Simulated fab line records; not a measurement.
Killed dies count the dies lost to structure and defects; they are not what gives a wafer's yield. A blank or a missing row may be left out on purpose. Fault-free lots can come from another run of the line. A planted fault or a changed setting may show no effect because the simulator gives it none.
fab line records ; flow gf180mcu
[record] lots = 13; wafers = 39; last-day = 34
route steps=602 shown LVPWELL@61 MVPSD@80 VT_IMPLANT@97 V1@336
lots that met no fault: taken from a fault-free run of the same line
start-h: start of the lot's first displayed wafer, in hours after the record's first day ; wait-h: time in hours since the lot's previous step ; " repeats the value in the row above ; L1.1+2: several wafers, shown together as one row ; - value missing, or start not given ; * or withheld: withheld ; < > ~ a bound
route shown NAME@n: NAME is a module with steps in the file, n the number in the route of the first one ; usual: mean/standard deviation taken from wafers without a fault ; same: alike in all rows ; chamber/n: place in a boat ; sites: each site's reading ; _std_site: standard deviation across them ; _edge_site: the outer-site mean with the inner-site mean subtracted ; radius-mm: for every site, how far away it sits from the centre of the wafer ; mask NAME#n: copy n ; behind: the most recent tool/chamber to have shaped the wafer ; hold: why the lot went on hold/how many hours it stayed there/how the hold came to an end ; device: the transistor (n, p or np) that didn't switch ; end of line: the same wafers' tests at the end of the route ; a step without rows: its recipe alone ; killed: count of dies lost to structure and defects at first sort (not the wafer's yield) ; map: dies across one wafer; x = killed, . = not, _ = none there
set.NAME: the setting as run; set.NAME@STEP: as run at that earlier step ; model.NAME: the simulator's own value behind a step, which no gauge read
steps of the route over a sample of lots; a table a step, a row a wafer
services: a tool's chamber out of use, with start hour (start-h, from the record's first day; less than 0 if before it), hours out, and reason
[[steps]]
[step GF_LVPWELL_OVL_MEAS_07]
[usual] LVPWELL_OVL = -1.4/1.2
lot.wafer;tool;chamber;start-h;wait-h;LVPWELL_OVL[nm]
L426.1;overlay-02;-;82.32;-;-1.7
L426.4;overlay-02;-;82.32;-;-1.2
L426.5;overlay-02;-;82.32;-;-1.5
L427.2;overlay-02;-;87.04;-;-2.3
L427.3;overlay-02;-;87.04;-;-1.2
L427.5;overlay-02;-;87.04;-;-1.2
L428.2;overlay-01;-;91.56;-;-2.5
L428.4;overlay-01;-;91.56;-;-2.3
L428.5;overlay-01;-;91.56;-;-2.1
L429.2;overlay-01;-;97.69;-;0.0
L429.4;overlay-01;-;97.69;-;-1.6
L429.5;overlay-01;-;97.69;-;-0.6
L431.3;overlay-01;-;108.03;-;-1.2
L431.4;overlay-01;-;108.03;-;-3.4
L431.6;overlay-01;-;108.03;-;-2.6
L432.2;overlay-01;-;112.31;-;-1.4
L432.4;overlay-01;-;112.31;-;-2.2
L432.5;overlay-01;-;112.31;-;-0.8
L433.1;overlay-02;-;117.62;-;-4.0
L433.2;overlay-02;-;117.62;-;-1.4
L433.4;overlay-02;-;117.62;-;-2.5
L434.1;overlay-02;-;124.60;-;-1.9
L434.3;overlay-02;-;124.60;-;-0.9
L434.4;overlay-02;-;124.60;-;-0.7
L435.3;overlay-01;-;129.31;-;-0.4
L435.4;overlay-01;-;129.31;-;-2.7
L435.6;overlay-01;-;129.31;-;-0.7
L444.3;overlay-01;-;184.08;-;-0.4
L444.5;overlay-01;-;184.08;-;-0.5
L444.6;overlay-01;-;184.08;-;-2.9
L445.2;overlay-01;-;193.35;-;-0.5
L445.4;overlay-01;-;193.35;-;-1.4
L445.5;overlay-01;-;193.35;-;-0.4
L446.2;overlay-02;-;193.44;-;-2.2
L446.4;overlay-02;-;193.44;-;-1.6
L446.6;overlay-02;-;193.44;-;-1.4
L447.2;overlay-01;-;198.02;-;-2.6
L447.3;overlay-01;-;198.02;-;-3.2
L447.6;overlay-01;-;198.02;-;-2.2
[step GF_MVPSD_COAT_02]
[recipe] spin-rpm = 2000; resist-thk-nm = 3000
[usual] exhaust-pa = 45.0/0.79; spin-speed-rpm = 2000.0/1.2
lot.wafer;tool;chamber;start-h;wait-h;exhaust-pa;spin-speed-rpm
L426.1;litho-track-01;0;103.03;0.1;44.3;2003.4
L426.4;litho-track-01;0;103.03;0.1;45.9;2000.1
L426.5;litho-track-01;0;103.03;0.1;45.6;1999.8
L427.2;litho-track-01;0;108.11;0.1;46.4;1999.8
L427.3;litho-track-01;0;108.11;0.1;46.0;1998.7
L427.5;litho-track-01;0;108.11;0.1;45.2;1999.1
L428.2;litho-track-02;0;112.62;0.1;45.3;1999.4
L428.4;litho-track-02;0;112.62;0.1;45.4;2001.5
L428.5;litho-track-02;0;112.62;0.1;44.8;2000.7
L429.2;litho-track-01;0;119.61;0.1;46.6;2000.5
L429.4;litho-track-01;0;119.61;0.1;45.5;2000.2
L429.5;litho-track-01;0;119.61;0.1;46.2;2000.2
L431.3;litho-track-02;0;129.65;0.1;44.6;1999.1
L431.4;litho-track-02;0;129.65;0.1;45.9;2001.3
L431.6;litho-track-02;0;129.65;0.1;44.3;1999.0
L432.2;litho-track-02;0;134.77;0.1;45.9;2001.7
L432.4;litho-track-02;0;134.77;0.1;45.2;2002.0
L432.5;litho-track-02;0;134.77;0.1;44.5;1999.7
L433.1;litho-track-02;0;139.85;0.1;45.0;2001.1
L433.2;litho-track-02;0;139.85;0.1;45.5;2001.4
L433.4;litho-track-02;0;139.85;0.1;45.8;2000.0
L434.1;litho-track-02;0;146.45;0.1;44.9;1999.2
L434.3;litho-track-02;0;146.45;0.1;45.9;1999.4
L434.4;litho-track-02;0;146.45;0.1;45.9;2001.8
L435.3;litho-track-02;0;151.80;0.1;45.2;2000.7
L435.4;litho-track-02;0;151.80;0.1;45.3;2002.1
L435.6;litho-track-02;0;151.80;0.1;45.2;2000.6
L444.3;litho-track-03;0;209.92;0.1;44.9;1999.9
L444.5;litho-track-03;0;209.92;0.1;44.8;1997.8
L444.6;litho-track-03;0;209.92;0.1;44.8;1999.7
L445.2;litho-track-01;0;219.46;0.1;44.9;2001.0
L445.4;litho-track-01;0;219.46;0.1;45.0;2000.4
L445.5;litho-track-01;0;219.46;0.1;44.5;1999.3
L446.2;litho-track-02;0;219.52;0.1;45.5;2000.2
L446.4;litho-track-02;0;219.52;0.1;46.1;1999.8
L446.6;litho-track-02;0;219.52;0.1;46.5;1997.3
L447.2;litho-track-02;0;224.82;0.1;44.4;2001.5
L447.3;litho-track-02;0;224.82;0.1;45.0;1998.7
L447.6;litho-track-02;0;224.82;0.1;44.5;2001.2
[step GF_MVPSD_STRIP_10]
[recipe] chemistry = O2/N2; power-w = 1400; pressure-mtorr = 1500; platen-temp-c = 250; o2-flow-sccm = 3000; n2-flow-sccm = 300; overash-fraction = 0.5
[usual] chamber-pressure-mTorr = 1500.1/1.4; drypump-motor-current-A = 5.9/0.37; heater-power-w = 353/64; oes-product-au = 0.723/0.0041; strip-time-to-endpoint-s = 36.97/0.11
lot.wafer;tool;chamber;start-h;wait-h;chamber-pressure-mTorr;drypump-motor-current-A;heater-power-w;oes-product-au;rf-hours-counter-h;strip-time-to-endpoint-s
L426.1;plasma-asher-04;1;110.99;0.1;1499.9;6.2;323;0.711;47;36.80
L426.4;plasma-asher-04;0;110.99;0.1;1499.2;5.8;434;0.721;-;36.83
L426.5;plasma-asher-04;1;110.99;0.1;1500.1;6.2;313;0.725;-;36.79
L427.2;plasma-asher-04;1;115.32;0.1;1500.4;6.1;314;0.717;47;36.94
L427.3;plasma-asher-04;1;115.32;0.1;1498.2;6.2;318;0.721;-;36.97
L427.5;plasma-asher-04;1;115.32;0.1;1499.9;6.2;308;0.725;-;36.94
L428.2;plasma-asher-04;0;120.62;0.1;1501.3;5.8;437;0.724;48;37.09
L428.4;plasma-asher-04;1;120.62;0.1;1500.5;6.1;321;0.720;-;37.07
L428.5;plasma-asher-04;1;120.62;0.1;1500.5;6.2;319;0.726;-;36.97
L429.2;plasma-asher-03;0;127.46;0.1;1500.0;5.0;268;0.723;52;36.78
L429.4;plasma-asher-03;0;127.46;0.1;1498.5;5.0;273;0.727;-;36.87
L429.5;plasma-asher-03;1;127.46;0.1;1500.9;6.1;281;0.727;-;36.85
L431.3;plasma-asher-04;0;137.70;0.1;1497.5;5.8;440;0.721;-;36.98
L431.4;plasma-asher-04;1;137.70;0.1;1499.9;6.2;320;0.721;-;36.98
L431.6;plasma-asher-04;1;137.70;0.1;1500.6;6.2;312;0.717;-;37.07
L432.2;plasma-asher-01;1;141.98;0.1;1498.2;5.7;347;0.718;2;37.11
L432.4;plasma-asher-01;0;141.98;0.1;1500.0;6.2;421;0.723;-;37.12
L432.5;plasma-asher-01;1;141.98;0.1;1499.5;5.7;337;0.722;-;37.08
L433.1;plasma-asher-03;1;147.48;0.1;1499.7;6.2;294;0.731;54;36.99
L433.2;plasma-asher-03;0;147.48;0.1;1499.4;5.0;269;0.725;54;36.97
L433.4;plasma-asher-03;0;147.48;0.1;1501.6;5.0;270;0.725;-;36.91
L434.1;plasma-asher-04;0;155.07;0.1;1501.0;5.8;425;0.726;52;37.00
L434.3;plasma-asher-04;1;155.07;0.1;1499.4;6.2;321;0.724;-;35.73
L434.4;plasma-asher-04;0;155.07;0.1;1502.7;5.9;445;0.716;-;35.76
L435.3;plasma-asher-03;1;160.25;0.1;1501.6;6.2;292;0.724;-;35.70
L435.4;plasma-asher-03;0;160.25;0.1;1498.3;5.0;269;0.723;-;35.59
L435.6;plasma-asher-03;0;160.25;0.1;1501.1;5.0;270;0.727;-;36.95
L444.3;plasma-asher-01;0;218.97;0.1;1499.5;6.2;419;0.724;-;37.01
L444.5;plasma-asher-01;1;218.97;0.1;1502.6;5.7;343;0.734;-;37.07
L444.6;plasma-asher-01;0;218.97;0.1;1501.2;6.2;420;0.721;-;36.92
L445.2;plasma-asher-01;0;229.13;0.1;1502.8;6.2;408;0.726;11;37.07
L445.4;plasma-asher-01;0;229.13;0.1;1500.4;6.2;423;0.731;-;37.12
L445.5;plasma-asher-01;1;229.13;0.1;1501.5;5.7;335;0.729;-;36.99
L446.2;plasma-asher-04;0;229.48;0.1;1497.2;5.8;433;0.722;59;36.84
L446.4;plasma-asher-04;1;229.48;0.1;1500.2;6.2;314;0.724;-;36.75
L446.6;plasma-asher-04;0;229.48;0.1;1500.9;5.8;424;0.721;-;36.90
L447.2;plasma-asher-03;0;235.11;0.1;1499.3;5.0;270;0.724;63;37.11
L447.3;plasma-asher-03;0;235.11;0.1;1502.2;5.0;268;0.721;-;37.07
L447.6;plasma-asher-03;0;235.11;0.1;1501.1;5.0;267;0.723;-;37.09
[step GF_VT_IMPLANT_OVL_MEAS_07]
[usual] VT_IMPLANT_OVL = -0.3/1.4
lot.wafer;tool;chamber;start-h;wait-h;VT_IMPLANT_OVL[nm]
L426.1;overlay-02;-;125.12;0.1;0.6
L426.4;overlay-02;-;125.12;0.1;0.4
L426.5;overlay-02;-;125.12;0.1;0.6
L427.2;overlay-02;-;129.49;0.1;-1.2
L427.3;overlay-02;-;129.49;0.1;0.2
L427.5;overlay-02;-;129.49;0.1;-1.3
L428.2;overlay-02;-;134.84;0.1;0.6
L428.4;overlay-02;-;134.84;0.1;-0.5
L428.5;overlay-02;-;134.84;0.1;-1.1
L429.2;overlay-02;-;141.37;0.1;0.7
L429.4;overlay-02;-;141.37;0.1;1.7
L429.5;overlay-02;-;141.37;0.1;0.1
L431.3;overlay-02;-;152.39;0.1;0.4
L431.4;overlay-02;-;152.39;0.1;2.5
L431.6;overlay-02;-;152.39;0.1;1.9
L432.2;overlay-02;-;157.29;0.1;-0.8
L432.4;overlay-02;-;157.29;0.1;1.9
L432.5;overlay-02;-;157.29;0.1;-0.9
L433.1;overlay-02;-;163.37;0.1;-1.7
L433.2;overlay-02;-;163.37;0.1;-2.5
L433.4;overlay-02;-;163.37;0.1;0.0
L434.1;overlay-01;-;170.77;0.1;-1.4
L434.3;overlay-01;-;170.77;0.1;-2.3
L434.4;overlay-01;-;170.77;0.1;-2.4
L435.3;overlay-01;-;175.99;0.1;-1.8
L435.4;overlay-01;-;175.99;0.1;0.6
L435.6;overlay-01;-;175.99;0.1;1.7
L444.3;overlay-01;-;237.08;0.1;0.8
L444.5;overlay-01;-;237.08;0.1;0.0
L444.6;overlay-01;-;237.08;0.1;3.6
L445.2;overlay-02;-;247.32;0.1;0.0
L445.4;overlay-02;-;247.32;0.1;-1.9
L445.5;overlay-02;-;247.32;0.1;0.8
L446.2;overlay-01;-;248.04;0.1;0.7
L446.4;overlay-01;-;248.04;0.1;0.9
L446.6;overlay-01;-;248.04;0.1;0.2
L447.2;overlay-02;-;253.17;0.1;0.0
L447.3;overlay-02;-;253.17;0.1;0.6
L447.6;overlay-02;-;253.17;0.1;1.5
[step GF_V1_THK_MEAS_01]
[recipe] reads = SiO2_of_V1_CVD_00
[usual] V1_CVD_00_THK = 596/8.1
lot.wafer;tool;chamber;start-h;wait-h;V1_CVD_00_THK[nm]
L426.1;film-metro-03;-;404.72;0.0;586
L426.4;film-metro-03;-;404.72;0.0;586
L426.5;film-metro-03;-;404.72;0.0;588
L427.2;film-metro-03;-;412.68;0.0;591
L427.3;film-metro-03;-;412.68;0.0;589
L427.5;film-metro-03;-;412.68;0.0;603
L428.2;film-metro-03;-;419.71;0.0;596
L428.4;film-metro-03;-;419.71;0.0;594
L428.5;film-metro-03;-;419.71;0.0;593
L429.2;film-metro-04;-;439.28;0.0;597
L429.4;film-metro-04;-;439.28;0.0;597
L429.5;film-metro-04;-;439.28;0.0;596
L431.3;film-metro-01;-;448.70;0.1;600
L431.4;film-metro-01;-;448.70;0.1;595
L431.6;film-metro-01;-;448.70;0.1;605
L432.2;film-metro-03;-;454.50;0.0;591
L432.4;film-metro-03;-;454.50;0.0;602
L432.5;film-metro-03;-;454.50;0.0;607
L433.1;film-metro-03;-;467.54;0.0;605
L433.2;film-metro-03;-;467.54;0.0;605
L433.4;film-metro-03;-;467.54;0.0;598
L434.1;film-metro-01;-;476.50;0.0;607
L434.3;film-metro-01;-;476.50;0.0;593
L434.4;film-metro-01;-;476.50;0.0;595
L435.3;film-metro-04;-;484.49;0.1;594
L435.4;film-metro-04;-;484.49;0.1;589
L435.6;film-metro-04;-;484.49;0.1;599
L444.3;film-metro-03;-;564.62;0.1;583
L444.5;film-metro-03;-;564.62;0.1;587
L444.6;film-metro-03;-;564.62;0.1;583
L446.2;film-metro-03;-;575.66;0.0;593
L446.4;film-metro-03;-;575.66;0.0;599
L446.6;film-metro-03;-;575.66;0.0;597
L445.2;film-metro-03;-;577.13;0.0;608
L445.4;film-metro-03;-;577.13;0.0;581
L445.5;film-metro-03;-;577.13;0.0;615
L447.2;film-metro-03;-;582.60;0.0;596
L447.3;film-metro-03;-;582.60;0.0;599
L447.6;film-metro-03;-;582.60;0.0;606
[[services]]
tool;chamber;start-h;hours;kind
plasma-asher-01;-;108.75;9.0;pm
plasma-asher-01;0;108.75;9.0;vent-cycle
plasma-asher-01;1;108.75;9.0;vent-cycle
plasma-asher-01;0;117.75;-;clean
plasma-asher-01;1;117.75;-;clean
plasma-asher-01;-;122.43;2.8;pm
plasma-asher-01;-;175.44;1.5;repair
plasma-asher-03;-;194.50;0.7;repair
plasma-asher-03;-;209.59;0.6;repair
plasma-asher-01;-;223.42;2.9;repair
plasma-asher-04;-;232.08;7.8;repair
[[key]]
[first-sign] step = GF_MVPSD_STRIP_10; reading = strip-time-to-endpoint-s; direction = down; sigmas = 12; usual = *; struck = *
effect none on later readings
met-at GF_MVPSD_COAT_02
struck-lots L434,L435
struck-wafers L434.3,L434.4,L435.3,L435.4
tester-left-out L434,L435
not-acting-at GF_LVPWELL_OVL_MEAS_07,GF_VT_IMPLANT_OVL_MEAS_07,GF_V1_THK_MEAS_01
onset-between 139.85 146.45
[fault] kind = process-parameter-drift; tool = litho-track-02; chamber = -; onset-h = 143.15; steps = GF_MVPSD_COAT_02; channel = resist-thk-nm; offset = *; shape = step; end-h = 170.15; scope = struck-wafers-only; acts-in = *; stated = *
// tester-left-out: of these lots the tester's yield and bins aren't shown, on N5 and GAA mostly nor the transistor test; their killed dies are dies lost to structure and defects alone, not to doping, threshold or leakage, so they don't give the yield
